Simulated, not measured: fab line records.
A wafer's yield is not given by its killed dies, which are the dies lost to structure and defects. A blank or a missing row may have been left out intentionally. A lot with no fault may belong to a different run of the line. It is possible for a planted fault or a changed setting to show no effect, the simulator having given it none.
Which tool was responsible? :: flow gf180mcu :: 13 lots with 39 wafers sampled at 4 steps, on a route of 602 steps

## WHAT THE GAUGES READ, wafer by wafer
GF_SAB_THK_MEAS_01. Usual: SAB_CVD_00_THK gives 49.9 nm (standard deviation 0.62).
lot: L629
measured: day 14 00:53
on: film metro-04
SAB_CVD_00_THK (nm): 49.2 49.2 50.1
flag: 

lot: L630
measured: day 14 10:15
on: film metro-04
SAB_CVD_00_THK (nm): 50.6 50.7 50.6
flag: 

lot: L631
measured: day 14 20:42
on: film metro-04
SAB_CVD_00_THK (nm): 49.2 49.7 49.9
flag: 

lot: L633
measured: day 15 09:50
on: film metro-04
SAB_CVD_00_THK (nm): 49.0 50.0 50.2
flag: 

lot: L639
measured: day 17 22:43
on: film metro-04
SAB_CVD_00_THK (nm): 49.5 49.8 50.3
flag: 

lot: L640
measured: day 18 04:09
on: film metro-04
SAB_CVD_00_THK (nm): 49.4 50.6 50.2
flag: 

lot: L641
measured: day 18 10:28
on: film metro-04
SAB_CVD_00_THK (nm): 50.5 50.5 50.0
flag: 

lot: L642
measured: day 18 21:38
on: film metro-02
SAB_CVD_00_THK (nm): 49.9 50.5 51.3
flag: 

lot: L646
measured: day 20 11:55
on: film metro-02
SAB_CVD_00_THK (nm): 49.8 49.6 50.8
flag: 

lot: L647
measured: day 21 04:11
on: film metro-01
SAB_CVD_00_THK (nm): 49.7 50.5 50.7
flag: 

lot: L648
measured: day 21 01:54
on: film metro-02
SAB_CVD_00_THK (nm): 50.0 50.6 49.8
flag: 

lot: L650
measured: day 21 18:53
on: film metro-02
SAB_CVD_00_THK (nm): 49.4 49.9 49.9
flag: 

lot: L652
measured: day 22 09:14
on: film metro-01
SAB_CVD_00_THK (nm): 49.5 50.8 50.1
flag: 

GF_SAB_CD_MEAS_09 targets a cd of 420 nm. Usual: 420.1 nm for cd nm, sd 1.8.
lot: L629
measured: day 14 21:41
on: cd sem-01
cd nm (nm): 417.4 418.7 419.9
flag: 

lot: L630
measured: day 15 06:37
on: cd sem-02
cd nm (nm): 421.2 422.2 420.3
flag: 

lot: L631
measured: day 15 16:31
on: cd sem-02
cd nm (nm): 417.6 416.6 420.2
flag: 

lot: L633
measured: day 16 07:25
on: cd sem-01
cd nm (nm): 420.4 421.0 421.6
flag: 

lot: L639
measured: day 18 22:31
on: cd sem-02
cd nm (nm): 418.3 418.3 419.9
flag: 

lot: L640
measured: day 19 03:59
on: cd sem-01
cd nm (nm): 418.3 419.0 419.6
flag: 

lot: L641
measured: day 19 11:04
on: cd sem-01
cd nm (nm): 418.6 416.9 419.2
flag: 

lot: L642
measured: day 19 21:43
on: cd sem-02
cd nm (nm): 419.8 418.7 419.8
flag: 

lot: L646
measured: day 21 11:49
on: cd sem-02
cd nm (nm): 418.8 419.8 417.0
flag: 

lot: L647
measured: day 22 03:30
on: cd sem-02
cd nm (nm): 416.6 417.9 418.3
flag: 

lot: L648
measured: day 22 01:43
on: cd sem-01
cd nm (nm): 420.0 419.5 420.1
flag: 

lot: L650
measured: day 22 17:22
on: cd sem-02
cd nm (nm): 424.9 423.7 421.9
flag: 

lot: L652
measured: day 23 08:03
on: cd sem-02
cd nm (nm): 422.5 421.9 422.5
flag: 

## EACH LOT AND THE TOOL THAT RAN IT (in order: tool; ch and the chambers of the sampled wafers; start)
lot: L629
GF_HV_LDD_STRIP_37: plasma asher-01 ch 0,1, day 11 09:58
GF_PSD_STRIP_10: plasma asher-03 ch 0,1, day 14 00:20

lot: L630
GF_HV_LDD_STRIP_37: plasma asher-01 ch 0,1, day 11 17:36
GF_PSD_STRIP_10: plasma asher-02 ch 0,1, day 14 09:42

lot: L631
GF_HV_LDD_STRIP_37: plasma asher-01 ch 1, day 12 04:10
GF_PSD_STRIP_10: plasma asher-02 ch 0,1, day 14 20:05

lot: L633
GF_HV_LDD_STRIP_37: plasma asher-03 ch 0,1, day 12 18:13
GF_PSD_STRIP_10: plasma asher-03 ch 0,1, day 15 09:16

lot: L639
GF_HV_LDD_STRIP_37: plasma asher-02 ch 0,1, day 14 22:28
GF_PSD_STRIP_10: plasma asher-02 ch 0,1, day 17 22:10

lot: L640
GF_HV_LDD_STRIP_37: plasma asher-02 ch 0,1, day 15 02:52
GF_PSD_STRIP_10: plasma asher-03 ch 0,1, day 18 03:35

lot: L641
GF_HV_LDD_STRIP_37: plasma asher-01 ch 0,1, day 15 08:52
GF_PSD_STRIP_10: plasma asher-04 ch 0,1, day 18 09:55

lot: L642
GF_HV_LDD_STRIP_37: plasma asher-01 ch 0,1, day 15 19:22
GF_PSD_STRIP_10: plasma asher-03 ch 0,1, day 18 21:04

lot: L646
GF_HV_LDD_STRIP_37: plasma asher-03 ch 0,1, day 17 07:31
GF_PSD_STRIP_10: plasma asher-04 ch 0,1, day 20 11:22

lot: L647
GF_HV_LDD_STRIP_37: plasma asher-01 ch 0,1, day 17 20:27
GF_PSD_STRIP_10: plasma asher-03 ch 0,1, day 21 03:39

lot: L648
GF_HV_LDD_STRIP_37: plasma asher-03 ch 0,1, day 17 21:09
GF_PSD_STRIP_10: plasma asher-04 ch 0,1, day 21 01:21

lot: L650
GF_HV_LDD_STRIP_37: plasma asher-03 ch 0,1, day 18 13:55
GF_PSD_STRIP_10: plasma asher-02 ch 0,1, day 21 18:19

lot: L652
GF_HV_LDD_STRIP_37: plasma asher-01 ch 0,1, day 19 03:34
GF_PSD_STRIP_10: plasma asher-03 ch 0,1, day 22 08:42
- GF_HV_LDD_STRIP_37: strips in O2/N2.
- GF_PSD_STRIP_10: strips in O2/N2.

## AS READ BY THE TOOLS THEMSELVES (means over the sampled wafers that have a number; for cases with no such wafer, the mark the record gives instead)
GF_HV_LDD_STRIP_37. Usual: chamber pressure mTorr 1500.0 mTorr, standard deviation 1.5; drypump motor current A 5.7 A, standard deviation 0.49; heater power w 346 W, standard deviation 22; o2 flow sccm 2999 sccm, standard deviation 9.8; oes product au 0.716 a.u., standard deviation 0.0048; strip time to endpoint s 12.64 s, standard deviation 0.033.
lot: L629
tool: plasma asher-01
chamber pressure mTorr (mTorr): 1499.6
drypump motor current A (A): 5.7
heater power w (W): 347
o2 flow sccm (sccm): 3003
oes product au (a.u.): 0.712
strip time to endpoint s (s): 12.62
flag: 

lot: L630
tool: plasma asher-01
chamber pressure mTorr (mTorr): 1499.4
drypump motor current A (A): 5.9
heater power w (W): 356
o2 flow sccm (sccm): 3002
oes product au (a.u.): 0.715
strip time to endpoint s (s): 12.71
flag: 

lot: L631
tool: plasma asher-01
chamber pressure mTorr (mTorr): 1500.3
drypump motor current A (A): 5.5
heater power w (W): 331
o2 flow sccm (sccm): 2992
oes product au (a.u.): 0.712
strip time to endpoint s (s): 12.65
flag: 

lot: L633
tool: plasma asher-03
chamber pressure mTorr (mTorr): 1500.3
drypump motor current A (A): 5.3
heater power w (W): 325
o2 flow sccm (sccm): 2996
oes product au (a.u.): 0.722
strip time to endpoint s (s): 12.66
flag: 

lot: L639
tool: plasma asher-02
chamber pressure mTorr (mTorr): 1499.2
drypump motor current A (A): 6.2
heater power w (W): 380
o2 flow sccm (sccm): 2993
oes product au (a.u.): 0.711
strip time to endpoint s (s): 12.63
flag: 

lot: L640
tool: plasma asher-02
chamber pressure mTorr (mTorr): 1500.3
drypump motor current A (A): 6.3
heater power w (W): 380
o2 flow sccm (sccm): 2994
oes product au (a.u.): 0.714
strip time to endpoint s (s): 12.67
flag: 

lot: L641
tool: plasma asher-01
chamber pressure mTorr (mTorr): 1499.5
drypump motor current A (A): 5.9
heater power w (W): 356
o2 flow sccm (sccm): 3003
oes product au (a.u.): 0.715
strip time to endpoint s (s): 12.66
flag: 

lot: L642
tool: plasma asher-01
chamber pressure mTorr (mTorr): 1499.6
drypump motor current A (A): 5.7
heater power w (W): 344
o2 flow sccm (sccm): 2999
oes product au (a.u.): 0.716
strip time to endpoint s (s): 12.65
flag: 

lot: L646
tool: plasma asher-03
chamber pressure mTorr (mTorr): 1500.7
drypump motor current A (A): 5.1
heater power w (W): 326
o2 flow sccm (sccm): 2993
oes product au (a.u.): 0.718
strip time to endpoint s (s): 12.61
flag: 

lot: L647
tool: plasma asher-01
chamber pressure mTorr (mTorr): 1500.7
drypump motor current A (A): 5.9
heater power w (W): 348
o2 flow sccm (sccm): 2993
oes product au (a.u.): 0.721
strip time to endpoint s (s): 12.61
flag: 

lot: L648
tool: plasma asher-03
chamber pressure mTorr (mTorr): 1500.0
drypump motor current A (A): 5.1
heater power w (W): 316
o2 flow sccm (sccm): 3002
oes product au (a.u.): 0.719
strip time to endpoint s (s): 12.61
flag: 

lot: L650
tool: plasma asher-03
chamber pressure mTorr (mTorr): 1499.3
drypump motor current A (A): 5.2
heater power w (W): 323
o2 flow sccm (sccm): 3003
oes product au (a.u.): 0.715
strip time to endpoint s (s): 12.64
flag: 

lot: L652
tool: plasma asher-01
chamber pressure mTorr (mTorr): 1497.8
drypump motor current A (A): 5.7
heater power w (W): 346
o2 flow sccm (sccm): 2992
oes product au (a.u.): 0.719
strip time to endpoint s (s): 12.61
flag: 

GF_PSD_STRIP_10. Usual: chamber pressure mTorr 1500.0 mTorr, standard deviation 1.4; drypump motor current A 5.8 A, standard deviation 0.53; heater power w 339 W, standard deviation 26; o2 flow sccm 3001 sccm, standard deviation 8.4; oes product au 0.590 a.u., standard deviation 0.0043; strip time to endpoint s 16.61 s, standard deviation 0.033.
lot: L629
tool: plasma asher-03
chamber pressure mTorr (mTorr): 1499.6
drypump motor current A (A): 5.1
heater power w (W): 324
o2 flow sccm (sccm): 3005
oes product au (a.u.): 0.589
strip time to endpoint s (s): 16.59
flag: 

lot: L630
tool: plasma asher-02
chamber pressure mTorr (mTorr): 1500.1
drypump motor current A (A): 6.3
heater power w (W): 377
o2 flow sccm (sccm): 2984
oes product au (a.u.): 0.588
strip time to endpoint s (s): 16.66
flag: 

lot: L631
tool: plasma asher-02
chamber pressure mTorr (mTorr): 1498.7
drypump motor current A (A): 6.3
heater power w (W): 379
o2 flow sccm (sccm): 2999
oes product au (a.u.): 0.590
strip time to endpoint s (s): 16.53
flag: 

lot: L633
tool: plasma asher-03
chamber pressure mTorr (mTorr): 1501.2
drypump motor current A (A): 5.3
heater power w (W): 321
o2 flow sccm (sccm): 3004
oes product au (a.u.): 0.588
strip time to endpoint s (s): 16.59
flag: 

lot: L639
tool: plasma asher-02
chamber pressure mTorr (mTorr): 1499.8
drypump motor current A (A): 6.3
heater power w (W): 382
o2 flow sccm (sccm): 3002
oes product au (a.u.): 0.593
strip time to endpoint s (s): 16.60
flag: 

lot: L640
tool: plasma asher-03
chamber pressure mTorr (mTorr): 1500.4
drypump motor current A (A): 5.3
heater power w (W): 326
o2 flow sccm (sccm): 3594
oes product au (a.u.): 0.597
strip time to endpoint s (s): 16.45
flag: OFF

lot: L641
tool: plasma asher-04
chamber pressure mTorr (mTorr): 1500.4
drypump motor current A (A): 6.1
heater power w (W): 322
o2 flow sccm (sccm): 3005
oes product au (a.u.): 0.590
strip time to endpoint s (s): 16.66
flag: 

lot: L642
tool: plasma asher-03
chamber pressure mTorr (mTorr): 1501.4
drypump motor current A (A): 5.3
heater power w (W): 322
o2 flow sccm (sccm): 3594
oes product au (a.u.): 0.596
strip time to endpoint s (s): 16.44
flag: OFF

lot: L646
tool: plasma asher-04
chamber pressure mTorr (mTorr): 1499.2
drypump motor current A (A): 6.1
heater power w (W): 317
o2 flow sccm (sccm): 3007
oes product au (a.u.): 0.590
strip time to endpoint s (s): 16.62
flag: 

lot: L647
tool: plasma asher-03
chamber pressure mTorr (mTorr): 1500.7
drypump motor current A (A): 5.1
heater power w (W): 322
o2 flow sccm (sccm): 2998
oes product au (a.u.): 0.591
strip time to endpoint s (s): 16.58
flag: 

lot: L648
tool: plasma asher-04
chamber pressure mTorr (mTorr): 1500.3
drypump motor current A (A): 6.1
heater power w (W): 317
o2 flow sccm (sccm): 3001
oes product au (a.u.): 0.593
strip time to endpoint s (s): 16.61
flag: 

lot: L650
tool: plasma asher-02
chamber pressure mTorr (mTorr): 1500.7
drypump motor current A (A): 6.2
heater power w (W): 365
o2 flow sccm (sccm): 3006
oes product au (a.u.): 0.593
strip time to endpoint s (s): 16.59
flag: 

lot: L652
tool: plasma asher-03
chamber pressure mTorr (mTorr): 1500.2
drypump motor current A (A): 5.3
heater power w (W): 323
o2 flow sccm (sccm): 3002
oes product au (a.u.): 0.588
strip time to endpoint s (s): 16.63
flag: 

## THE ANSWER, worked out from the rows above alone
Rule: take the mean of a lot's wafers that have a number; if it is more than 3 standard deviations from the usual mean, the lot is off. Also off: a lot with no number at a reading for which 4 or more lots have one. All remaining lots with rows at the step are treated as sound. After the gauges, taken in route order, come the tools' own readings; for these a lot's mean is taken, as printed above. At the first step where some lot is off, the reading lying furthest off is the one used; lots without a number count as furthest.
Off: L640, L642 (GF_PSD_STRIP_10, o2 flow sccm).
A tool fits if, at that step or a process step before it, it ran every lot that is off, and no sound lot after the first of them. None of those tried fits.

## WHAT WAS PUT IN BY THE SIMULATOR
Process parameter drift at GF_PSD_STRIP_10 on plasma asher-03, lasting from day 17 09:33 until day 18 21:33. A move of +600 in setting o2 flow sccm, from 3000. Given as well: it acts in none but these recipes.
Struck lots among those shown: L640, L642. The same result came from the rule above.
